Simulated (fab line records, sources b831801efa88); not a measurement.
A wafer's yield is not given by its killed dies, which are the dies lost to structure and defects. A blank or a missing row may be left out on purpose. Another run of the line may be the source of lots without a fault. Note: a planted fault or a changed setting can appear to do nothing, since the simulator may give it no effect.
Which tool did it? || flow sky130 || 36 wafers sampled from 12 lots at 1 step of a route of 708

== WHAT THE GAUGES SHOWED, per wafer ==
SKY_SD_N_RS_MEAS_16: measures by four-point-probe.
{"lot": "L075", "measured": "day 28 21:34", "on": "filmMetro-03", "SD_N_RS (ohm/sq)": "68.53 68.61 68.58"}
{"lot": "L077", "measured": "day 29 13:19", "on": "filmMetro-04", "SD_N_RS (ohm/sq)": "68.71 68.45 68.65"}
{"lot": "L079", "measured": "day 30 10:44", "on": "filmMetro-03", "SD_N_RS (ohm/sq)": "68.57 68.71 68.64"}
{"lot": "L082", "measured": "day 31 06:43", "on": "filmMetro-04", "SD_N_RS (ohm/sq)": "68.43 68.46 68.56"}
{"lot": "L083", "measured": "day 31 16:23", "on": "filmMetro-04", "SD_N_RS (ohm/sq)": "68.46 68.50 68.70"}
{"lot": "L086", "measured": "day 32 02:59", "on": "filmMetro-03", "SD_N_RS (ohm/sq)": "68.57 68.58 68.52"}
{"lot": "L085", "measured": "day 32 07:04", "on": "filmMetro-03", "SD_N_RS (ohm/sq)": "68.81 68.67 68.55"}
{"lot": "L089", "measured": "day 33 02:25", "on": "filmMetro-03", "SD_N_RS (ohm/sq)": "68.56 68.72 68.70"}
{"lot": "L091", "measured": "day 33 21:32", "on": "filmMetro-04", "SD_N_RS (ohm/sq)": "68.63 68.69 68.65"}
{"lot": "L094", "measured": "day 34 08:49", "on": "filmMetro-03", "SD_N_RS (ohm/sq)": "68.57 68.58 68.76"}
{"lot": "L095", "measured": "day 34 23:44", "on": "filmMetro-04", "SD_N_RS (ohm/sq)": "68.71 68.55 68.58"}
{"lot": "L097", "measured": "day 35 09:06", "on": "filmMetro-03", "SD_N_RS (ohm/sq)": "68.54 68.56 68.41"}

== WHICH TOOL RAN EACH LOT (tool, then ch and the chambers of the sampled wafers, then the start) ==
Record: no process step prior to these readings.

== THE ANSWER, worked out from the rows above alone ==
Rule: what is usual is taken from the lots themselves. The widest of any qualifying gaps counts: lots, ordered by their means at a reading, are off when they make up no more than a third of the lots, leave a main group of 4 or more, and stand apart from it by 3 or more times the standard deviation of that group's means. A main group is skipped when, at the precision printed for the reading in the tables above, its means are all equal. Also off: a lot with no number at a reading for which 4 or more lots have one. Any other lot the step has rows for is counted as sound.
Nothing can be told from this: no lot is off at any reading shown.

== WHAT THE SIMULATOR HAD INSERTED ==
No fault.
